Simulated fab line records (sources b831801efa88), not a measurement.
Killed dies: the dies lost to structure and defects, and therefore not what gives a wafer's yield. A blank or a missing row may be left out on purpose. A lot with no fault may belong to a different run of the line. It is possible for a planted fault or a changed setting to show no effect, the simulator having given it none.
Chamber matching | flow sky130 | SKY_CAP2M_CVD_00 on pecvd-03 has 3 sister chambers
The step deposits SiO2, target thk 15.5 nm. 6 wafers are shown with their chamber, then 9 later ones without.

== WAFERS PAIRED WITH THEIR CHAMBERS ==
wafer  | chamber | heater_power_w (W) | heater_power_outer_w (W)
L079.2 | 1       | 548                | 336
L079.5 | 1       | 545                | 330
L085.3 | 2       | 809                | 491
L086.2 | 0       | 827                | 522
L086.3 | 0       | 840                | 534
L086.5 | 2       | 824                | 503

== WAFERS WITH NO CHAMBER GIVEN ==
wafer  | heater_power_w (W) | heater_power_outer_w (W)
L088.1 | 756                | 460
L088.2 | 714                | 414
L088.6 | 728                | 448
L092.2 | 510                | 309
L092.3 | 736                | 450
L092.6 | 509                | 315
L097.2 | 789                | 490
L097.4 | 820                | 490
L097.5 | 537                | 350

== WHICH CHAMBER EACH ONE RAN IN ==
wafer  | from the rows above | in truth
L088.1 | 2                   | 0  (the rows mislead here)
L088.2 | 2                   | 2
L088.6 | 2                   | 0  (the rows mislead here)
L092.2 | 1                   | 1
L092.3 | 2                   | 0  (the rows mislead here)
L092.6 | 1                   | 1
L097.2 | 2                   | 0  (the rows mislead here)
L097.4 | 2                   | 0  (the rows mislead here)
L097.5 | 1                   | 1
Correctly placed: 4 of 9. Number that these rows cannot place: 0. 5 placed wrongly.
How it was worked out, from the rows above alone: a wafer's distance from a chamber is the root of the sum, over the readings, of the square of ((its reading less the chamber's mean) divided by the reading's scatter). The wafer belongs to the nearest chamber; if the next one is less than 2 further off, it can't be placed. For every chamber, the mean is computed from those of its wafers that are shown. The scatter is the square root of a quotient: the sum, over the shown wafers, of each reading's squared deviation from its chamber's mean, divided by wafers minus chambers.
